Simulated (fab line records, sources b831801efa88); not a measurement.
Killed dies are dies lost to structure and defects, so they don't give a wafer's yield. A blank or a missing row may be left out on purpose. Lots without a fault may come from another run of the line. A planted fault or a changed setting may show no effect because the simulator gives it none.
fab line records | flow sky130
record lots=11 wafers=33 last_day=50
route steps=708 shown GATE_OXIDE@188 SD_P@330 SD_N@349 LI_CONTACT@382
lots that met no fault: from a run of the same line without faults
start_h: hours from the record's first day to the start of the lot's first wafer shown | wait_h: hours since the lot's step before | " the same as in the row above | L1.1+2: a row that stands for several wafers | - no value, or no start given | * or withheld: withheld | < > ~ a bound
route shown NAME@n: a module of which the file shows steps, and the number in the route of the first | usual: mean/standard deviation of fault-free wafers | same: alike in all rows | chamber/n: place in a boat | sites: the reading at each site | _std_site: their standard deviation | _edge_site: outer sites' mean less inner sites' | radius_mm: how far each site lies from the wafer's centre | mask NAME#n: copy n | behind: the tool/chamber that last shaped the wafer | hold: why the lot was held/for how many hours/how that ended | device: the transistor (n, p or np) that didn't switch | end of line: the same wafers' tests at the end of the route | a step without rows: its recipe alone | killed: dies lost to structure and defects at the first sort, not the wafer's yield | map: a wafer's dies, x killed, . not, _ none there
set.NAME: the setting as run; set.NAME@STEP: as run at that earlier step | model.NAME: the simulator's own value behind a step, which no gauge read
steps of the route over a sample of lots; a table a step, a row a wafer
services: from which hour (start_h, from the record's first day; less than 0 if before it) a tool's chamber was out of use, for how many hours, and why
## steps
# step SKY_GATE_OXIDE_OXIDATION_01
# recipe temp_c=900 ambient=O2 stabilise_s=600 purge_s=300 target_thk_a=102.68 ox_time_s=1473
# usual spike_tc_bottom_C=918.9/1.7 spike_tc_centre_C=900.2/1 spike_tc_lower_C=900.8/0.94 spike_tc_top_C=910.6/1.6 spike_tc_upper_C=899.3/1 zone_power_centre_pct=19.37/0.19
# same ox_time_s=1473
# columns lot.wafer tool chamber start_h wait_h spike_tc_bottom_C spike_tc_centre_C spike_tc_lower_C spike_tc_top_C spike_tc_upper_C zone_power_centre_pct
L381.1 furnace-01 0 281.33 0.0 919.6 900.9 900.1 911.0 899.7 19.42
L381.3 " 0 " " 921.3 899.6 902.0 911.9 899.7 19.10
L381.4 " 0 " " 920.3 898.5 902.4 910.4 899.0 19.21
L386.2 furnace-02 0 322.83 3.9 917.0 899.8 900.2 910.0 898.3 19.54
L386.3 " 0 " " 917.5 901.1 899.4 910.4 897.4 19.10
L386.5 " 0 " " 918.1 900.6 901.5 911.2 899.4 19.30
L387.2 furnace-02 0 332.68 2.2 905.6 889.0 888.8 898.2 886.3 19.00
L387.4 " 0 " " 907.2 889.9 888.7 899.1 887.3 19.03
L387.5 " 0 " " 907.6 888.2 889.5 897.6 885.6 19.15
L388.1 furnace-02 0 345.56 1.9 905.7 888.7 888.9 897.5 886.8 18.68
L388.3 " 0 " " 906.3 890.4 890.5 897.9 886.6 19.19
L388.6 " 0 " " 906.2 888.2 888.8 899.6 887.8 18.90
L389.1 furnace-02 0 349.98 1.3 905.7 889.8 888.3 898.6 888.7 18.52
L389.4 " 0 " " 905.2 889.6 888.1 896.7 887.3 18.83
L389.5 " 0 " " 906.0 890.1 890.7 896.0 886.7 18.72
L396.1 furnace-02 0 413.25 0.7 917.4 900.9 899.7 909.5 899.5 19.31
L396.3 " 0 " " 918.1 900.1 900.0 907.0 899.8 19.37
L396.5 " 0 " " 916.7 901.5 900.4 909.3 898.5 19.24
L397.3 furnace-02 0 421.66 0.3 917.0 901.9 900.6 908.7 898.7 19.59
L397.5 " 0 " " 918.8 900.2 900.6 909.4 899.6 19.72
L397.6 " 0 " " 914.3 902.5 900.8 908.5 898.0 19.25
L399.2 furnace-01 0 432.78 0.0 922.0 898.9 900.8 910.5 899.2 19.49
L399.3 " 0 " " 919.4 900.0 900.5 912.7 901.0 19.19
L399.6 " 0 " " 920.7 899.6 901.6 912.6 899.2 19.11
L400.1 furnace-02 0 445.48 2.4 917.1 900.4 901.8 908.5 899.4 19.23
L400.4 " 0 " " 918.3 900.4 900.2 910.0 898.3 19.61
L400.5 " 0 " " 919.2 900.6 900.7 910.7 899.2 19.58
L401.1 furnace-02 0 452.69 4.1 918.8 901.1 902.1 909.1 900.1 19.47
L401.3 " 0 " " 917.6 900.9 902.5 909.3 897.9 19.48
L401.4 " 0 " " 916.6 900.4 902.2 909.6 897.0 19.13
L402.2 furnace-02 0 452.69 2.8 918.0 899.6 898.7 909.8 899.1 19.30
L402.4 " 0 " " 918.1 899.9 901.1 907.8 899.4 19.47
L402.5 " 0 " " 915.8 900.5 900.3 911.2 899.3 19.34
# step SKY_GATE_OXIDE_THK_MEAS_02
# recipe reads=SiO2_of_GATE_OXIDE_OXIDATION_01
# usual GATE_OXIDE_OXIDATION_00_THK=10.29/0.21
# columns lot.wafer tool chamber start_h wait_h hold GATE_OXIDE_OXIDATION_00_THK[nm]
L381.1 film_metro-04 - 282.74 0.0 - 9.90
L381.3 " - " " - 10.06
L381.4 " - " " - 10.04
L386.2 film_metro-02 - 324.25 0.0 - 10.34
L386.3 " - " " - 10.29
L386.5 " - " " - 10.19
L387.2 film_metro-02 - 334.10 0.0 await_dispo/0.2h/release 9.19
L387.4 " - " " await_dispo/0.2h/release 9.26
L387.5 " - " " await_dispo/0.2h/release 8.79
L387.2 film_metro-02 - 334.32 0.2 - 9.15
L387.4 " - " " - 9.22
L387.5 " - " " - 8.81
L388.1 film_metro-03 - 346.97 0.0 await_dispo/0.2h/release 9.14
L388.3 " - " " await_dispo/0.2h/release 9.14
L388.6 " - " " await_dispo/0.2h/release 9.09
L388.1 film_metro-03 - 347.19 0.2 - 9.11
L388.3 " - " " - 9.17
L388.6 " - " " - 9.20
L389.1 film_metro-04 - 351.39 0.0 await_dispo/0.2h/release 9.24
L389.4 " - " " await_dispo/0.2h/release 9.21
L389.5 " - " " await_dispo/0.2h/release 9.39
L389.1 film_metro-04 - 351.62 0.2 - 9.27
L389.4 " - " " - 9.20
L389.5 " - " " - 9.40
L396.1 film_metro-04 - 414.66 0.0 - 10.28
L396.3 " - " " - 10.25
L396.5 " - " " - 10.16
L397.3 film_metro-04 - 423.09 0.0 - 10.04
L397.5 " - " " - 10.07
L397.6 " - " " - 10.10
L399.2 film_metro-02 - 434.20 0.0 - 9.90
L399.3 " - " " - 9.87
L399.6 " - " " - 9.87
L400.1 film_metro-04 - 446.89 0.0 - 10.73
L400.4 " - " " - 10.60
L400.5 " - " " - 10.70
L401.1 film_metro-03 - 454.10 0.0 - 9.90
L401.3 " - " " - 9.99
L401.4 " - " " - 9.79
L402.2 film_metro-02 - 454.11 0.0 - 10.22
L402.4 " - " " - 10.18
L402.5 " - " " - 10.38
# step SKY_SD_P_STRIP_10
# recipe chemistry=O2/N2 power_w=1400 pressure_mtorr=1500 platen_temp_c=withheld o2_flow_sccm=3000 n2_flow_sccm=300 overash_fraction=0.5
# usual drypump_motor_current_A=6.0/0.44 oes_product_au=0.617/0.0045 strip_time_to_endpoint_s=17.47/0.035
# columns lot.wafer tool chamber start_h wait_h drypump_motor_current_A oes_product_au rf_hours_counter_h strip_time_to_endpoint_s
L381.1 plasma_asher-03 1 584.45 0.1 6.1 0.615 82 17.48
L381.3 " 1 " " 6.1 0.617 - 17.48
L381.4 " 0 " " 5.6 0.625 - 17.44
L386.2 plasma_asher-03 0 632.10 0.1 5.6 0.619 87 17.47
L386.3 " 1 " " 6.1 0.620 - 17.54
L386.5 " 1 " " 6.1 0.615 - 17.53
L387.2 plasma_asher-04 1 645.40 0.1 6.3 0.618 80 17.45
L387.4 " 1 " " 6.4 0.613 - 17.41
L387.5 " 0 " " 5.4 0.617 - 17.47
L388.1 plasma_asher-01 1 650.70 0.1 5.9 0.612 56 17.46
L388.3 " 1 " " 5.9 0.614 - 17.45
L388.6 " 0 " " 6.7 0.622 - 17.46
L389.1 plasma_asher-03 1 660.30 0.1 6.1 0.627 90 17.45
L389.4 " 1 " " 6.2 0.616 - 17.43
L389.5 " 0 " " 5.6 0.617 - 17.45
L396.1 plasma_asher-03 0 725.57 0.1 5.6 0.614 96 17.47
L396.3 " 0 " " 5.5 0.616 - 17.52
L396.5 " 0 " " 5.5 0.617 - 17.50
L397.3 plasma_asher-04 1 727.45 0.1 6.4 0.617 - 17.50
L397.5 " 0 " " 5.4 0.621 - 17.44
L397.6 " 1 " " 6.4 0.617 - 17.45
L399.2 plasma_asher-01 0 737.65 0.1 6.7 0.619 64 17.53
L399.3 " 0 " " 6.7 0.615 - 17.51
L399.6 " 1 " " 5.9 0.625 - 17.54
L400.1 plasma_asher-03 0 748.45 0.1 5.6 0.621 0 17.56
L400.4 " 1 " " 6.1 0.613 - 17.45
L400.5 " 1 " " 6.1 0.614 - 17.50
L402.2 plasma_asher-03 0 754.22 0.1 5.6 0.623 1 17.43
L402.4 " 0 " " 5.5 0.620 - 17.40
L402.5 " 0 " " 5.5 0.620 - 17.44
L401.1 plasma_asher-04 1 757.85 0.1 6.3 0.617 92 17.42
L401.3 " 1 " " 6.4 0.618 - 17.42
L401.4 " 0 " " 5.4 0.620 - 17.39
# step SKY_SD_N_CD_MEAS_07
# recipe target_cd_nm=380
# usual cd_nm=380.2/2.8
# columns lot.wafer tool chamber start_h wait_h cd_nm
L381.1 cd_sem-01 - 643.55 0.1 384.2
L381.3 " - " " 386.8
L381.4 " - " " 385.5
L386.2 cd_sem-02 - 688.78 0.1 378.6
L386.3 " - " " 379.8
L386.5 " - " " 377.5
L387.2 cd_sem-01 - 702.58 0.1 378.3
L387.4 " - " " 377.9
L387.5 " - " " 374.3
L388.1 cd_sem-02 - 706.95 0.1 380.0
L388.3 " - " " 380.7
L388.6 " - " " 382.7
L389.1 cd_sem-02 - 715.43 0.1 379.5
L389.4 " - " " 380.7
L389.5 " - " " 381.0
L396.1 cd_sem-02 - 779.25 0.1 378.1
L396.3 " - " " 379.1
L396.5 " - " " 379.4
L397.3 cd_sem-02 - 781.29 0.1 381.4
L397.5 " - " " 384.5
L397.6 " - " " 383.5
L399.2 cd_sem-01 - 791.27 0.1 379.3
L399.3 " - " " 378.5
L399.6 " - " " 381.0
L400.1 cd_sem-02 - 802.10 0.1 380.9
L400.4 " - " " 382.1
L400.5 " - " " 378.4
L402.2 cd_sem-02 - 808.17 0.1 379.1
L402.4 " - " " 378.8
L402.5 " - " " 378.2
L401.1 cd_sem-01 - 813.15 0.1 378.7
L401.3 " - " " 381.3
L401.4 " - " " 380.8
# step SKY_LI_CONTACT_SPUTTER_20
# recipe material=TiN target_thk_nm=20 chamber_pressure_pa=5 power_w=4000 time_s=80
# usual throttle_valve_pct=29.8/0.86
# columns lot.wafer tool chamber start_h wait_h throttle_valve_pct
L381.1 pvd_sputter-03 - 673.83 0.0 30.4
L381.3 " - " " 29.8
L381.4 " - " " 29.7
L386.2 pvd_sputter-03 - 718.98 0.0 30.9
L386.3 " - " " 30.7
L386.5 " - " " 29.9
L387.2 pvd_sputter-02 - 732.46 0.0 28.8
L387.4 " - " " 29.0
L387.5 " - " " 28.9
L388.1 pvd_sputter-01 - 736.75 0.0 31.1
L388.3 " - " " 28.5
L388.6 " - " " 30.6
L389.1 pvd_sputter-03 - 745.35 0.0 30.6
L389.4 " - " " 29.8
L389.5 " - " " 29.9
L396.1 pvd_sputter-03 - 808.30 0.0 29.8
L396.3 " - " " 30.7
L396.5 " - " " 29.8
L397.3 pvd_sputter-02 - 810.55 0.0 28.9
L397.5 " - " " 28.8
L397.6 " - " " 28.9
L399.2 pvd_sputter-02 - 821.25 0.0 28.8
L399.3 " - " " 29.2
L399.6 " - " " 29.0
L400.1 pvd_sputter-02 - 831.65 0.0 28.9
L400.4 " - " " 30.9
L400.5 " - " " 29.3
L402.2 pvd_sputter-03 - 836.45 0.0 30.5
L402.4 " - " " 30.3
L402.5 " - " " 30.0
L401.1 pvd_sputter-02 - 841.50 0.0 28.9
L401.3 " - " " 28.8
L401.4 " - " " 28.9
## services
# columns tool chamber start_h hours kind
pvd_sputter-03 - 259.85 1.7 repair
furnace-02 - 274.54 4.2 pm
plasma_asher-03 - 305.50 14.6 pm
furnace-02 - 307.06 6.0 pm
furnace-01 - 313.36 8.5 pm
plasma_asher-04 - 317.96 2.8 pm
furnace-01 - 324.63 3.6 pm
plasma_asher-03 - 334.40 0.4 repair
plasma_asher-04 - 365.03 6.2 repair
pvd_sputter-03 - 366.31 2.9 repair
plasma_asher-03 - 374.07 1.3 repair
plasma_asher-04 - 393.98 7.9 repair
furnace-02 - 396.67 3.9 pm
furnace-02 - 448.14 3.0 pm
plasma_asher-04 - 462.74 1.0 repair
pvd_sputter-02 - 498.50 2.7 repair
pvd_sputter-02 - 506.29 6.7 repair
plasma_asher-03 - 532.98 18.7 pm
plasma_asher-03 - 554.10 15.6 pm
furnace-02 - 611.18 4.1 pm
furnace-02 - 679.03 4.0 pm
plasma_asher-03 - 686.90 0.9 repair
plasma_asher-03 - 733.75 9.0 pm
furnace-02 - 778.99 4.2 pm
## key
first_sign step=SKY_GATE_OXIDE_OXIDATION_01 reading=spike_tc_lower_C direction=down sigmas=12 usual=900.8 struck=889.2
effect step=SKY_GATE_OXIDE_OXIDATION_01 reading=spike_tc_upper_C direction=down sigmas=12 usual=899.3 struck=887.0
effect step=SKY_GATE_OXIDE_THK_MEAS_02 reading=visit direction=added
effect step=SKY_GATE_OXIDE_THK_MEAS_02 reading=GATE_OXIDE_OXIDATION_00_THK direction=down sigmas=5.3 usual=10.29 struck=9.16
met_at SKY_GATE_OXIDE_OXIDATION_01
struck_lots L387,L388,L389
tester_left_out L387,L388,L389
not_acting_at SKY_SD_P_STRIP_10,SKY_SD_N_CD_MEAS_07,SKY_LI_CONTACT_SPUTTER_20
onset_between 322.83 332.68
fault kind=process_parameter_drift tool=furnace-02 chamber=- onset_h=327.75 steps=SKY_GATE_OXIDE_OXIDATION_01 channel=temp_c offset=* shape=step end_h=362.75 acts_in=* stated=*
# tester_left_out: of these lots the tester's yield and bins aren't shown, on N5 and GAA mostly nor the transistor test; their killed dies are dies lost to structure and defects alone, not to doping, threshold or leakage, so they don't give the yield
